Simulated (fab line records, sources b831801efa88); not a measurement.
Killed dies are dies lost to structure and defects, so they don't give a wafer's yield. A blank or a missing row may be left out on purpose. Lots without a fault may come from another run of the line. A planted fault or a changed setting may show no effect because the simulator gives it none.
Problem report in the 8D (eight disciplines) form, filled by code | flow gf180mcu | the parts of the form that need people (team, actions taken, sign-off) are left out

1. THE PROBLEM
exposure_dose_mJ_cm2 at GF_V5_EXPOSE_11 reads a mean of 38.41 on 9 wafers of 3 lots; wafers without a fault read 37.99 with a standard deviation of 0.034. That is +12 standard deviations from the usual mean.
The step: exposes mask Via5, target cd 260 nm.
First seen on wafer L278.2, day 29 21:44, on krf_scanner-02. The record holds 21 wafers of 7 lots with a number at this step. Rule for "out", or "out of limits": more than 4 standard deviations from the usual mean. The other wafers with a number count as sound.

2. WHAT IT IS AND WHAT IT IS NOT
question                    | is                     | is not
which readings at this step | exposure_dose_mJ_cm2   | -
which lots                  | L278, L282, L283       | L273, L276, L287, L290
which wafers of those lots  | all that have a number | -
read on which tools         | krf_scanner-02         | krf_scanner-01
when                        | from day 29 21:44      | up to then (6 sound wafers); but 6 sound wafers of L287, L290 came after

3. SUSPECTS, AND WHAT RULES EACH OUT
Counting: a tool at a process step up to the reading stays a suspect if it ran every lot that is out and no sound lot after the first of them.
- krf_scanner-02 at GF_V5_EXPOSE_11 (exposes mask Via5, target cd 260 nm): kept. It ran every lot that is out, first L278 (day 29 21:44), and no sound lot after that; its last sound lot up to then is L276 (day 29 05:23). Its own readings are out on those wafers: exposure_dose_mJ_cm2.
Left after counting: krf_scanner-02 at GF_V5_EXPOSE_11.

4. THE CAUSE (what the simulator had put in)
Process parameter drift: krf_scanner-02, from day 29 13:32 on, at GF_V5_EXPOSE_11. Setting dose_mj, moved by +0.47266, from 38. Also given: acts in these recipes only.
Counting left only this tool.

5. THE CHAIN OF EFFECTS, in route order
Each row: a reading whose mean over the struck wafers that have a number lies more than 3 standard deviations from the usual. Only readings for which the record gives a usual standard deviation are gone through. hours: the time from each lot's start at the first step in this table that gives one to its start at this step, as a median over the lots. sigmas: the change in usual standard deviations.
hours | step            | reading              | usual | on struck wafers | change | sigmas
0     | GF_V5_EXPOSE_11 | exposure_dose_mJ_cm2 | 37.99 | 38.41            | +0.42  | +12
The process steps in it:
- GF_V5_EXPOSE_11: exposes mask Via5, target cd 260 nm.
Later measuring or inspecting steps at which every struck wafer that the step has a row for has a number for every such reading, and none has moved that far: GF_V5_CD_MEAS_14, GF_V5_OVL_MEAS_15.

6. WHAT WOULD HAVE CAUGHT IT SOONER
In this record the first reading out of limits was taken at day 29 21:44, 8 hours after the fault began at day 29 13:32.
